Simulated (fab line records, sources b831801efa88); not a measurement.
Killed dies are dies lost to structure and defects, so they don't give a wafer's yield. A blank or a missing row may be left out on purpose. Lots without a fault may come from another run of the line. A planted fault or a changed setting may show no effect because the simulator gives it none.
fab line records | flow sky130
record lots=12 wafers=36 last_day=50
route steps=708 shown DNWELL@43 NWELL@72 LDD_HVN@277
lots that met no fault: from a run of the same line without faults
start_h: hours from the record's first day to the start of the lot's first wafer shown | wait_h: hours since the lot's step before | " the same as in the row above | L1.1+2: a row that stands for several wafers | - no value, or no start given | * or withheld: withheld | < > ~ a bound
route shown NAME@n: a module of which the file shows steps, and the number in the route of the first | usual: mean/standard deviation of fault-free wafers | same: alike in all rows | chamber/n: place in a boat | sites: the reading at each site | _std_site: their standard deviation | _edge_site: outer sites' mean less inner sites' | radius_mm: how far each site lies from the wafer's centre | mask NAME#n: copy n | behind: the tool/chamber that last shaped the wafer | hold: why the lot was held/for how many hours/how that ended | device: the transistor (n, p or np) that didn't switch | end of line: the same wafers' tests at the end of the route | a step without rows: its recipe alone | killed: dies lost to structure and defects at the first sort, not the wafer's yield | map: a wafer's dies, x killed, . not, _ none there
set.NAME: the setting as run; set.NAME@STEP: as run at that earlier step | model.NAME: the simulator's own value behind a step, which no gauge read
steps of the route over a sample of lots; a table a step, a row a wafer
services: from which hour (start_h, from the record's first day; less than 0 if before it) a tool's chamber was out of use, for how many hours, and why
## steps
# step SKY_DNWELL_STRIP_08
# recipe chemistry=O2/N2 power_w=1400 pressure_mtorr=1500 platen_temp_c=withheld o2_flow_sccm=3000 n2_flow_sccm=300 overash_fraction=0.5
# usual drypump_motor_current_A=5.5/0.38 n2_flow_sccm=300.0/0.89 oes_product_au=0.723/0.0045 strip_time_to_endpoint_s=36.90/0.1
# columns lot.wafer tool chamber start_h wait_h drypump_motor_current_A n2_flow_sccm oes_product_au rf_hours_counter_h strip_time_to_endpoint_s
L127.1 plasma_asher-03 1 52.69 0.1 6.0 298.3 0.722 38 36.88
L127.2 " 0 " " 5.8 300.5 0.732 38 36.78
L127.4 " 0 " " 5.8 301.5 0.725 - 36.84
L128.2 plasma_asher-01 0 56.95 0.1 5.3 299.6 0.720 38 36.91
L128.4 " 1 " " 5.8 300.8 0.721 - 37.01
L128.5 " 1 " " 5.8 300.0 0.723 - 37.06
L129.1 plasma_asher-01 0 64.49 0.1 5.4 299.2 0.723 39 36.84
L129.3 " 0 " " 5.3 299.5 0.723 - 36.78
L129.5 " 1 " " 5.8 300.2 0.721 - 36.95
L130.2 plasma_asher-03 1 67.43 0.1 5.9 300.3 0.724 39 36.89
L130.4 " 0 " " 5.8 299.7 0.720 - 36.95
L130.5 " 1 " " 6.0 301.1 0.721 - 36.92
L133.2 plasma_asher-01 0 85.54 0.1 5.3 298.4 0.717 41 36.92
L133.4 " 0 " " 5.3 298.7 0.724 - 36.89
L133.6 " 0 " " 5.4 297.8 0.719 - 36.91
L137.3 plasma_asher-02 1 112.77 0.1 5.0 300.2 0.729 - 36.88
L137.5 " 1 " " 4.9 299.2 0.723 - 36.76
L137.6 " 0 " " 5.1 298.4 0.721 - 36.78
L140.2 plasma_asher-03 1 130.34 0.1 6.0 301.0 0.727 45 37.08
L140.5 " 0 " " 5.8 299.9 0.718 - 37.12
L140.6 " 1 " " 6.0 301.0 0.724 - 37.17
L141.2 plasma_asher-01 1 135.24 0.1 5.9 300.2 0.725 2 37.01
L141.5 " 0 " " 5.3 300.3 0.724 - 37.04
L141.6 " 1 " " 5.8 300.3 0.722 - 36.84
L147.1 plasma_asher-03 1 161.59 0.1 6.0 299.5 0.722 48 36.89
L147.3 " 0 " " 5.7 297.9 0.728 - 36.85
L147.4 " 1 " " 6.0 300.6 0.729 - 37.04
L148.2 plasma_asher-03 0 164.38 0.1 5.8 299.6 0.718 48 36.88
L148.4 " 0 " " 5.8 300.7 0.728 - 36.91
L148.5 " 0 " " 5.8 299.9 0.713 - 36.85
L149.1 plasma_asher-02 1 175.84 0.1 4.9 301.5 0.724 50 37.01
L149.2 " 0 " " 5.0 300.2 0.725 50 36.97
L149.6 " 1 " " 4.9 299.8 0.724 - 36.96
L150.3 plasma_asher-01 1 182.74 0.1 5.8 300.4 0.717 - 36.83
L150.5 " 1 " " 5.8 300.9 0.723 - 36.92
L150.6 " 0 " " 5.3 300.0 0.722 - 36.90
# step SKY_NWELL_SOFTBAKE_19
# recipe temp_c=110 time_s=withheld
# usual heater_power_total_W=65.33/0.14 plate_temp_C=110.00/0.16
# columns lot.wafer tool chamber start_h wait_h heater_power_total_W plate_temp_C
L127.1 litho_track-04 0 93.16 0.1 65.44 109.72
L127.2 " 0 " " 65.45 109.65
L127.4 " 0 " " 65.33 109.75
L128.2 litho_track-02 0 98.29 0.1 65.10 110.19
L128.4 " 0 " " 65.09 110.03
L128.5 " 0 " " 65.50 109.85
L129.1 litho_track-02 0 106.85 0.1 65.26 109.90
L129.3 " 0 " " 65.15 109.94
L129.5 " 0 " " 65.51 109.66
L130.2 litho_track-01 0 109.92 0.1 65.10 110.03
L130.4 " 0 " " 65.18 110.00
L130.5 " 0 " " 65.15 109.98
L133.2 litho_track-01 0 129.52 0.1 67.58 113.00
L133.4 " 0 " " 67.72 112.93
L133.6 " 0 " " 67.87 113.09
L137.3 litho_track-01 0 161.55 0.1 67.80 112.97
L137.5 " 0 " " 67.72 113.05
L137.6 " 0 " " 67.78 113.20
L140.2 litho_track-02 0 178.79 0.1 65.40 110.12
L140.5 " 0 " " 65.32 110.03
L140.6 " 0 " " 65.44 110.17
L141.2 litho_track-02 0 184.99 0.1 65.23 109.85
L141.5 " 0 " " 65.17 109.92
L141.6 " 0 " " 65.17 109.84
L147.1 litho_track-01 0 212.33 0.1 65.27 109.75
L147.3 " 0 " " 65.19 109.71
L147.4 " 0 " " 65.56 109.71
L148.2 litho_track-02 0 216.14 0.1 65.28 110.05
L148.4 " 0 " " 65.45 110.06
L148.5 " 0 " " 65.29 110.14
L149.1 litho_track-01 0 230.83 0.1 65.12 110.07
L149.2 " 0 " " 65.41 109.94
L149.6 " 0 " " 65.52 109.93
L150.3 litho_track-01 0 237.15 0.1 65.16 110.04
L150.5 " 0 " " 65.28 109.90
L150.6 " 0 " " 65.23 109.89
# step SKY_NWELL_STRIP_25
# recipe chemistry=O2/N2 power_w=1400 pressure_mtorr=1500 platen_temp_c=withheld o2_flow_sccm=3000 n2_flow_sccm=300 overash_fraction=0.5
# usual drypump_motor_current_A=5.4/0.45 n2_flow_sccm=299.8/0.88 oes_product_au=0.722/0.0046 strip_time_to_endpoint_s=36.92/0.087
# columns lot.wafer tool chamber start_h wait_h drypump_motor_current_A n2_flow_sccm oes_product_au rf_hours_counter_h strip_time_to_endpoint_s
L127.1 plasma_asher-02 1 101.97 0.1 4.9 301.6 0.731 42 37.16
L127.2 " 0 " " 5.0 300.2 0.724 42 37.02
L127.4 " 1 " " 4.9 301.9 0.724 - 37.12
L128.2 plasma_asher-02 0 107.22 0.1 5.0 300.5 0.714 43 36.97
L128.4 " 0 " " 5.0 300.9 0.724 - 36.97
L128.5 " 1 " " 4.9 299.2 0.725 - 36.96
L129.1 plasma_asher-04 0 116.09 0.1 5.0 299.5 0.728 29 36.79
L129.3 " 0 " " 5.0 300.1 0.725 - 36.87
L129.5 " 1 " " 5.8 299.4 0.719 - 36.82
L130.2 plasma_asher-04 1 118.92 0.1 5.9 299.7 0.725 30 36.82
L130.4 " 1 " " 5.9 299.2 0.731 - 36.97
L130.5 " 1 " " 5.9 298.7 0.723 - 36.94
L133.2 plasma_asher-04 0 139.77 0.1 5.0 302.0 0.722 32 36.59
L133.4 " 0 " " 5.0 301.4 0.723 - 36.70
L133.6 " 1 " " 5.8 299.9 0.722 - 36.53
L137.3 plasma_asher-04 1 171.25 0.1 5.9 298.9 0.729 - 36.69
L137.5 " 0 " " 4.9 300.1 0.715 - 36.72
L137.6 " 1 " " 5.9 298.8 0.727 - 36.58
L140.2 plasma_asher-04 1 189.59 0.1 5.9 300.4 0.730 36 36.88
L140.5 " 0 " " 5.0 298.4 0.720 - 36.80
L140.6 " 1 " " 5.8 299.7 0.726 - 36.79
L141.2 plasma_asher-02 1 196.02 0.1 4.9 299.8 0.727 52 36.82
L141.5 " 1 " " 5.0 298.5 0.720 - 36.85
L141.6 " 0 " " 5.0 300.2 0.725 - 36.89
L147.1 plasma_asher-02 1 223.59 0.1 4.9 300.9 0.715 54 36.79
L147.3 " 1 " " 4.9 299.8 0.717 - 36.98
L147.4 " 0 " " 5.0 299.5 0.722 - 36.88
L148.2 plasma_asher-03 0 227.44 0.1 5.8 300.6 0.720 55 36.96
L148.4 " 1 " " 5.9 299.2 0.728 - 36.76
L148.5 " 0 " " 5.8 300.6 0.730 - 36.79
L149.1 plasma_asher-03 0 242.09 0.1 5.8 300.2 0.724 56 36.89
L149.2 " 1 " " 5.9 300.5 0.720 56 36.89
L149.6 " 0 " " 5.8 299.7 0.727 - 36.91
L150.3 plasma_asher-02 1 248.37 0.1 4.9 300.3 0.723 - 36.97
L150.5 " 1 " " 5.0 299.6 0.720 - 36.98
L150.6 " 0 " " 5.0 299.5 0.726 - 36.93
# step SKY_NWELL_RS_MEAS_29
# recipe thk_meas_gauge=four-point-probe
# usual NWELL_RS=625.1/2
# columns lot.wafer tool chamber start_h wait_h NWELL_RS[ohm/sq]
L127.1 film_metro-03 - 102.28 0.1 624.6
L127.2 " - " " 626.2
L127.4 " - " " 624.6
L128.2 film_metro-03 - 107.65 0.2 625.2
L128.4 " - " " 625.9
L128.5 " - " " 625.4
L129.1 film_metro-02 - 116.40 0.1 626.8
L129.3 " - " " 627.2
L129.5 " - " " 625.5
L130.2 film_metro-01 - 119.35 0.2 624.1
L130.4 " - " " 624.0
L130.5 " - " " 624.0
L133.2 film_metro-03 - 140.10 0.1 625.0
L133.4 " - " " 624.6
L133.6 " - " " 627.0
L137.3 film_metro-02 - 171.57 0.1 627.1
L137.5 " - " " 624.3
L137.6 " - " " 626.2
L140.2 film_metro-01 - 189.92 0.1 620.9
L140.5 " - " " 622.9
L140.6 " - " " 621.1
L141.2 film_metro-02 - 196.35 0.1 626.9
L141.5 " - " " 626.1
L141.6 " - " " 624.8
L147.1 film_metro-02 - 223.90 0.1 625.9
L147.3 " - " " 626.3
L147.4 " - " " 627.0
L148.2 film_metro-02 - 227.77 0.1 625.9
L148.4 " - " " 625.7
L148.5 " - " " 626.0
L149.1 film_metro-02 - 242.40 0.1 623.7
L149.2 " - " " 624.6
L149.6 " - " " 627.4
L150.3 film_metro-03 - 248.69 0.1 626.4
L150.5 " - " " 627.4
L150.6 " - " " 625.7
# step SKY_LDD_HVN_TW_MEAS_10
# usual LDD_HVN_TW=1442/24
# columns lot.wafer tool chamber start_h wait_h LDD_HVN_TW
L127.1 film_metro-03 - 462.24 0.1 1459
L127.2 " - " " 1458
L127.4 " - " " 1461
L128.2 film_metro-01 - 472.38 0.1 1441
L128.4 " - " " 1446
L128.5 " - " " 1459
L129.1 film_metro-03 - 475.19 0.1 1462
L129.3 " - " " 1464
L129.5 " - " " 1457
L130.2 film_metro-04 - 485.28 0.1 1404
L130.4 " - " " 1405
L130.5 " - " " 1402
L133.2 film_metro-03 - 520.43 0.1 1466
L133.4 " - " " 1455
L133.6 " - " " 1473
L137.3 film_metro-03 - 567.46 0.1 1464
L137.5 " - " " 1471
L137.6 " - " " 1473
L140.2 film_metro-03 - 589.00 0.1 1464
L140.5 " - " " 1459
L140.6 " - " " 1455
L141.2 film_metro-04 - 609.70 0.1 1421
L141.5 " - " " 1416
L141.6 " - " " 1421
L147.1 film_metro-04 - 631.24 0.1 1412
L147.3 " - " " 1414
L147.4 " - " " 1416
L148.2 film_metro-03 - 634.53 0.1 1458
L148.4 " - " " 1453
L148.5 " - " " 1471
L149.1 film_metro-04 - 651.69 0.1 1402
L149.2 " - " " 1402
L149.6 " - " " 1404
L150.3 film_metro-01 - 659.14 0.1 1446
L150.5 " - " " 1437
L150.6 " - " " 1436
## services
# columns tool chamber start_h hours kind
plasma_asher-04 - 65.84 2.8 pm
plasma_asher-01 - 108.75 9.0 pm
plasma_asher-01 0 108.75 9.0 vent_cycle
plasma_asher-01 1 108.75 9.0 vent_cycle
plasma_asher-01 0 117.75 - clean
plasma_asher-01 1 117.75 - clean
plasma_asher-02 - 129.05 0.7 repair
## key
first_sign step=SKY_NWELL_SOFTBAKE_19 reading=plate_temp_C direction=up sigmas=19 usual=* struck=*
effect step=SKY_NWELL_SOFTBAKE_19 reading=heater_power_total_W direction=up sigmas=17 usual=* struck=*
effect step=SKY_NWELL_STRIP_25 reading=strip_time_to_endpoint_s direction=down sigmas=3.2 usual=* struck=*
met_at SKY_NWELL_SOFTBAKE_19
struck_lots L133,L137
tester_left_out L133,L137
not_acting_at SKY_DNWELL_STRIP_08,SKY_NWELL_RS_MEAS_29,SKY_LDD_HVN_TW_MEAS_10
onset_between 109.92 129.52
fault kind=process_parameter_drift tool=litho_track-01 chamber=- onset_h=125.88 steps=SKY_NWELL_SOFTBAKE_19 channel=temp_c offset=* shape=step end_h=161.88 acts_in=* stated=*
# tester_left_out: of these lots the tester's yield and bins aren't shown, on N5 and GAA mostly nor the transistor test; their killed dies are dies lost to structure and defects alone, not to doping, threshold or leakage, so they don't give the yield
